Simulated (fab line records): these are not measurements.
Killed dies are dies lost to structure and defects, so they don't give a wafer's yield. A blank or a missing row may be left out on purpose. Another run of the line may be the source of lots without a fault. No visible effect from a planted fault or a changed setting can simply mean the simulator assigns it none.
Which tool was responsible?	flow sky130	Sampling: 12 lots, 36 wafers, 5 of 708 route steps

WHAT THE GAUGES READ, wafer by wafer
SKY_CAP2M_OVL_MEAS_12. Usual: CAP2M_OVL gives -0.5 nm (standard deviation 1.4).
lot	measured	on	CAP2M_OVL (nm)	flag
L943	day 41 10:01	overlay-02	-0.1 -1.4 0.5	
L944	day 41 16:03	overlay-01	-0.2 -1.1 -2.0	
L946	day 42 03:38	overlay-01	0.5 1.7 1.3	
L947	day 42 12:59	overlay-02	0.2 -2.1 -2.1	
L949	day 43 05:29	overlay-02	0.8 -1.6 0.5	
L950	day 43 19:11	overlay-02	-0.3 0.4 0.3	
L951	day 44 12:21	overlay-01	1.7 -1.9 0.5	
L957	day 45 12:01	overlay-01	-0.3 1.1 -0.6	
L958	day 45 15:40	overlay-01	-1.4 0.1 -3.5	
L959	day 45 19:17	overlay-01	1.7 1.9 1.1	
L965	day 47 04:05	overlay-01	-0.8 -1.2 0.1	
L966	day 47 08:38	overlay-01	-0.3 0.7 -2.6	

SKY_VIA4_OVL_MEAS_11. Usual: VIA4_OVL gives 1.2 nm (standard deviation 1.4).
lot	measured	on	VIA4_OVL (nm)	flag
L943	day 43 12:04	overlay-02	4.0 3.6 1.6	
L944	day 43 18:14	overlay-02	3.6 4.5 2.7	
L946	day 44 04:57	overlay-02	-0.1 -0.9 -2.3	
L947	day 44 13:38	overlay-02	1.4 0.3 1.7	
L949	day 45 05:58	overlay-01	2.5 0.6 1.9	
L950	day 45 17:53	overlay-01	2.7 0.4 1.1	
L951	day 46 10:35	overlay-01	4.5 0.4 -0.8	
L957	day 47 07:44	overlay-02	-0.7 -0.1 -0.3	
L958	day 47 11:26	overlay-02	1.6 0.3 2.3	
L959	day 47 15:02	overlay-01	3.4 2.4 2.1	
L965	day 48 21:22	overlay-01	0.1 -0.3 1.3	
L966	day 49 02:56	overlay-01	0.4 0.7 1.1	

SKY_PASSIVATION_THK_MEAS_03. Usual: PASSIVATION_CVD_02_THK gives 541 nm (standard deviation 7.1).
lot	measured	on	PASSIVATION_CVD_02_THK (nm)	flag
L943	day 44 12:46	film_metro-02	529 531 534	
L944	day 44 19:22	film_metro-04	539 525 535	
L946	day 45 06:05	film_metro-01	544 541 560	
L947	day 45 14:50	film_metro-02	534 532 546	
L949	day 46 06:01	film_metro-04	527 533 539	
L950	day 46 17:54	film_metro-01	534 549 543	
L951	day 47 09:32	film_metro-01	534 539 539	
L957	day 48 06:38	film_metro-01	538 552 550	
L958	day 48 10:10	film_metro-01	547 601 610	OFF
L959	day 48 13:49	film_metro-04	538 606 548	OFF
L965	day 49 18:28	film_metro-02	535 539 544	
L966	day 49 22:57	film_metro-02	538 541 539	

WHICH TOOL RAN EACH LOT (tool, then ch and the chambers of the sampled wafers, then the start)
lot	SKY_METAL5_STRIP_16	SKY_PASSIVATION_CVD_02
L943	plasma_asher-04 ch 0,1, day 44 11:52	pecvd-01 ch 0,2, day 44 12:32
L944	plasma_asher-01 ch 0,1, day 44 18:28	pecvd-03 ch 0,1,2, day 44 19:08
L946	plasma_asher-02 ch 0, day 45 05:07	pecvd-03 ch 1,2, day 45 05:52
L947	plasma_asher-02 ch 0,1, day 45 13:47	pecvd-01 ch 1,2, day 45 14:30
L949	plasma_asher-01 ch 0,1, day 46 05:08	pecvd-01 ch 1,2, day 46 05:46
L950	plasma_asher-02 ch 0,1, day 46 16:58	pecvd-03 ch 0,1,2, day 46 17:40
L951	plasma_asher-02 ch 0,1, day 47 08:31	pecvd-02 ch 0,2, day 47 09:11
L957	plasma_asher-04 ch 0,1, day 48 05:45	pecvd-02 ch 0,1, day 48 06:23
L958	plasma_asher-02 ch 0,1, day 48 09:13	pecvd-02 ch 0,1, day 48 09:55
L959	plasma_asher-04 ch 0,1, day 48 12:47	pecvd-02 ch 0,1, day 48 13:28
L965	plasma_asher-04 ch 0,1, day 49 17:25	pecvd-03 ch 1,2, day 49 18:13
L966	plasma_asher-02 ch 0,1, day 49 21:58	pecvd-03 ch 0,1,2, day 49 22:43
- SKY_METAL5_STRIP_16: strips in O2/N2.
- SKY_PASSIVATION_CVD_02: deposits Si3N4, target thk 540 nm.

AS READ BY THE TOOLS THEMSELVES (means over the sampled wafers that have a number; for cases with no such wafer, the mark the record gives instead)
SKY_METAL5_STRIP_16. Usual: drypump_motor_current_A 6.0 A, standard deviation 0.61; oes_product_au 0.711 a.u., standard deviation 0.0044; strip_time_to_endpoint_s 13.15 s, standard deviation 0.095.
lot	tool	drypump_motor_current_A (A)	oes_product_au (a.u.)	strip_time_to_endpoint_s (s)	flag
L943	plasma_asher-04	6.3	0.710	13.22	
L944	plasma_asher-01	6.2	0.716	13.21	
L946	plasma_asher-02	5.1	0.707	13.06	
L947	plasma_asher-02	5.6	0.712	12.98	
L949	plasma_asher-01	6.2	0.713	13.22	
L950	plasma_asher-02	5.6	0.714	13.22	
L951	plasma_asher-02	6.1	0.708	13.23	
L957	plasma_asher-04	6.2	0.714	13.14	
L958	plasma_asher-02	5.6	0.710	13.15	
L959	plasma_asher-04	6.2	0.710	13.22	
L965	plasma_asher-04	6.4	0.715	13.16	
L966	plasma_asher-02	6.1	0.709	13.11	

SKY_PASSIVATION_CVD_02. Usual: heater_power_w reads 672 W (standard deviation 74).
lot	tool	heater_power_w (W)	flag
L943	pecvd-01	671	
L944	pecvd-03	658	
L946	pecvd-03	600	
L947	pecvd-01	640	
L949	pecvd-01	618	
L950	pecvd-03	709	
L951	pecvd-02	685	
L957	pecvd-02	674	
L958	pecvd-02	645	
L959	pecvd-02	703	
L965	pecvd-03	636	
L966	pecvd-03	692	

THE ANSWER, worked out from the rows above alone
Rule: a lot is off if the mean of its wafers that have a number lies more than 3 standard deviations from the usual mean. A lot without any number at a reading at which 4 lots or more have one is off too. Any other lot the step has rows for is counted as sound. The gauges are gone through in route order, then the tools' own readings, and for those a lot's mean is taken as printed above. At the first step where some lot is off, the reading lying furthest off is the one used; lots without a number count as furthest.
Off: at SKY_PASSIVATION_THK_MEAS_03 (PASSIVATION_CVD_02_THK), L958, L959.
If a tool, at a process step before that reading, ran all the lots that are off and no sound lot after the first of them, it fits. Those tools and the gauges at SKY_PASSIVATION_THK_MEAS_03 are tried in the same way. One fits: pecvd-02 at SKY_PASSIVATION_CVD_02. A fault onset in the window from L957 (day 48 06:23, its last sound lot) to L958 (day 48 09:55, its first lot off) fits.

WHAT HAD BEEN PUT IN BY THE SIMULATOR
pecvd-02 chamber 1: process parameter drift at SKY_PASSIVATION_CVD_02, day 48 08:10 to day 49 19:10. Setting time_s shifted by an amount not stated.
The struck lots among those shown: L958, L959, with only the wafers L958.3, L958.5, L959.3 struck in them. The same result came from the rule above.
